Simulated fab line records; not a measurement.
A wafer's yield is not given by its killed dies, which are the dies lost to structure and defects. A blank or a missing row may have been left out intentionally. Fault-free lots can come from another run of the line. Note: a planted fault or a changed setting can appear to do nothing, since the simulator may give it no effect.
Which of the tools did it? + flow gf180mcu + 7 lots, 21 wafers sampled, at 3 steps of a route of 602

## WHAT THE GAUGES SHOWED, per wafer
GF_M1_CD_MEAS_14: target cd 230 nm.
| lot  | measured     | on       | cdNm (nm)         |
|------|--------------|----------|-------------------|
| L330 | day 17 22:14 | cdSem-02 | 229.5 230.1 231.2 |
| L332 | day 19 01:24 | cdSem-02 | 229.5 229.9 229.0 |
| L334 | day 19 22:34 | cdSem-01 | 229.4 228.3 228.3 |
| L337 | day 20 23:49 | cdSem-01 | 229.1 230.1 228.7 |
| L341 | day 22 06:17 | cdSem-01 | 229.5 230.1 230.4 |
| L343 | day 22 17:23 | cdSem-02 | 231.3 231.0 231.3 |
| L349 | day 24 15:52 | cdSem-02 | - - -             |

## EACH LOT AND THE TOOL THAT RAN IT (in order: tool; ch and the chambers of the sampled wafers; start)
| lot  | GF_SAB_STRIP_13                     | GF_M1_DEVELOP_13                 |
|------|-------------------------------------|----------------------------------|
| L330 | plasmaAsher-04 ch 0,1, day 15 21:05 | lithoTrack-02 ch 0, day 17 22:06 |
| L332 | plasmaAsher-04 ch 0,1, day 16 23:17 | lithoTrack-03 ch 0, day 19 01:16 |
| L334 | plasmaAsher-04 ch 0,1, day 17 14:59 | lithoTrack-02 ch 0, day 19 22:25 |
| L337 | plasmaAsher-04 ch 0,1, day 18 20:19 | lithoTrack-04 ch 0, day 20 23:40 |
| L341 | plasmaAsher-02 ch 0,1, day 20 03:47 | lithoTrack-03 ch 0, day 22 06:08 |
| L343 | plasmaAsher-04 ch 0,1, day 20 16:20 | lithoTrack-03 ch 0, day 22 17:14 |
| L349 | plasmaAsher-01 ch 0,1, day 22 15:01 | lithoTrack-04, day 24 15:43      |
- GF_SAB_STRIP_13: strips in O2/N2.
- GF_M1_DEVELOP_13: develop time 60 s.

## THE ANSWER, worked out from the rows above alone
Rule: the usual values come from the lots themselves. Put in order of their means at a reading, lots are off if they are a third of the lots or fewer, leave a main group of 4 or more, and stand apart from it by a gap of 3 or more times the standard deviation of the main group's means; of several such gaps the widest counts. Not used: any main group whose means are identical at the precision the tables above print for the reading. Also off: a lot with no number at a reading for which 4 or more lots have one. Where the step has rows for the other lots, those lots are counted as sound.
Off, at GF_M1_CD_MEAS_14 on cdNm: L349. Without a number there: L349. For the main group the mean is 229.8 nm and the standard deviation 0.8.
A tool fits if, at a process step before that reading, it ran every lot that is off, and no sound lot after the first of them. Gauges at GF_M1_CD_MEAS_14: tried the same way as those tools. Can't be told from this: 3 tools fit, plasmaAsher-01 at GF_SAB_STRIP_13, lithoTrack-04 at GF_M1_DEVELOP_13, cdSem-02 at GF_M1_CD_MEAS_14.

## WHAT WAS PUT IN BY THE SIMULATOR
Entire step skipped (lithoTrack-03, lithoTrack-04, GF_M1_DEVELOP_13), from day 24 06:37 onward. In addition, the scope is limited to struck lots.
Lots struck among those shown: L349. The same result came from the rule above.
